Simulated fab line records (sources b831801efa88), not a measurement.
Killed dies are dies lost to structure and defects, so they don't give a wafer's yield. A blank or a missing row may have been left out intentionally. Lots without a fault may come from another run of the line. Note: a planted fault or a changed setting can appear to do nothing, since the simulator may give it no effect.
2 desks, one fault :: flow gf180mcu :: every desk sees just its own numbers, and what lay behind them comes last

== FROM THE METROLOGY DESK ==
Lot by lot, what the gauges showed, no matter which tool ran the lot: averages of those sampled wafers that carry a number. A lot is out of limits, marked OUT, if its mean lies more than 4 standard deviations from the usual mean; the brackets give that distance.
Columns: A = NWELL_OVL at GF_NWELL_OVL_MEAS_07, usual -0.5 nm
lot: L354
first seen here: day 3 13:16
A: -0.1

lot: L355
first seen here: day 3 21:40
A: 0.3

lot: L357
first seen here: day 4 07:08
A: 0.3

lot: L358
first seen here: day 4 14:52
A: 0.4

lot: L359
first seen here: day 4 18:19
A: -0.9

lot: L360
first seen here: day 4 23:22
A: -3.5

lot: L361
first seen here: day 5 04:01
A: -0.5

lot: L362
first seen here: day 5 11:28
A: -0.4

lot: L365
first seen here: day 6 04:53
A: -0.6

lot: L367
first seen here: day 6 15:32
A: 2.2

lot: L369
first seen here: day 7 00:46
A: -0.6

lot: L371
first seen here: day 7 12:31
A: -1.0

lot: L374
first seen here: day 8 03:58
A: 0.0

lot: L377
first seen here: day 8 19:25
A: -0.4
This desk's finding: nothing out of limits on any of the 14 lots.

== TOOL OWNER'S DESK, implanter-03 ==
For each lot that ran on this tool, the mean over its sampled wafers that have a number, from the tool's own readings at GF_VT_IMPLANT_IMPLANT_30. A lot is out of limits, marked OUT, if its mean lies more than 4 standard deviations from the usual mean; the brackets give that distance.
Columns: A = beamEnergyKeV at GF_VT_IMPLANT_IMPLANT_30, usual 24.998
lot: L355
first seen here: day 8 06:38
A: 24.996

lot: L359
first seen here: day 9 06:10
A: 24.988

lot: L361
first seen here: day 9 15:23
A: 24.998

lot: L365
first seen here: day 10 17:03
A: 27.835 (+99 or more) OUT

lot: L369
first seen here: day 11 15:45
A: 27.836 (+99 or more) OUT
This desk finds L365, L369 out of limits, L365 being first, at day 10 17:03 (beamEnergyKeV at GF_VT_IMPLANT_IMPLANT_30). Within limits: L355, L359, L361.

== TAKEN TOGETHER ==
An alarm could have come from the tool owner's desk at day 10 17:03, on L365, L369.
From the metrology desk's view, nothing was out of limits.
The metrology desk holds a record of L365, L369, inside its limits.
GF_VT_IMPLANT_IMPLANT_30 was run on implanter-03 by each of the lots named.

== WHAT THE SIMULATOR PUT IN ==
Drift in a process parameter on implanter-03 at GF_VT_IMPLANT_IMPLANT_30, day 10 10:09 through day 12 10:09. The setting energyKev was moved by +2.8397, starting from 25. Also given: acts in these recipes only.
Lots struck among those shown: L365, L369.
Each desk's first reading out of limits, in hours after the fault started: the tool owner's desk, 7.
